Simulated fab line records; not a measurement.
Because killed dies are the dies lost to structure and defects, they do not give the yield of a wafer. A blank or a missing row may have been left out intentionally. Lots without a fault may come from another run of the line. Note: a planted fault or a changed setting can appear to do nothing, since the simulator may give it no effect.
Matching of chambers + flow gf180mcu + cmp-01 running GF_V4_CMP_26: 4 sister chambers
The step polishes, stops on SiO2, t overpolish 15 s, target thk 0 nm. 4 wafers are shown with their chamber, then 12 later ones without.

## WAFERS, EACH WITH ITS CHAMBER
| wafer  | chamber | motorCurrentA (A) |
|--------|---------|-------------------|
| L090.3 | 0       | 10.6              |
| L090.6 | 2       | 11.5              |
| L093.2 | 1       | 12.1              |
| L093.5 | 3       | 9.9               |

## WAFERS MISSING THEIR CHAMBER
| wafer  | motorCurrentA (A) |
|--------|-------------------|
| L093.1 | 11.2              |
| L093.4 | 10.0              |
| L093.6 | 10.0              |
| L094.2 | 11.1              |
| L094.3 | 10.2              |
| L094.6 | 11.5              |
| L096.2 | 9.5               |
| L096.3 | 11.1              |
| L096.6 | 9.7               |
| L097.1 | 12.0              |
| L097.2 | 9.6               |
| L097.3 | 11.9              |

## THE CHAMBER EACH PASSED THROUGH
| wafer  | from the rows above     | in truth                   |
|--------|-------------------------|----------------------------|
| L093.1 | can't be placed: 2 or 0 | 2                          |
| L093.4 | can't be placed: 3 or 0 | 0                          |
| L093.6 | can't be placed: 3 or 0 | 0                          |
| L094.2 | can't be placed: 2 or 0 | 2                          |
| L094.3 | can't be placed: 3 or 0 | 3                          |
| L094.6 | 2                       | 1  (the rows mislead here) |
| L096.2 | 3                       | 3                          |
| L096.3 | can't be placed: 2 or 0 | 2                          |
| L096.6 | 3                       | 3                          |
| L097.1 | can't be placed: 1 or 2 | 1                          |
| L097.2 | 3                       | 3                          |
| L097.3 | can't be placed: 1 or 2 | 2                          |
Correct placement for 3 of the 12. These rows do not allow placing 8 (true chamber among the candidates in 8). Wrongly placed: 1.
How it was worked out, from the rows above alone: a wafer's distance from a chamber is the root of the sum, over the readings, of the square of ((its reading less the chamber's mean) divided by the reading's scatter). If the next closest chamber is less than 2 further off than the closest, the wafer can't be placed; otherwise it belongs to the closest. A chamber's mean is the mean of its shown wafers. The scatter: with one shown wafer a chamber, the root of the mean of the squares of how far each hidden wafer lies from its nearest shown one.
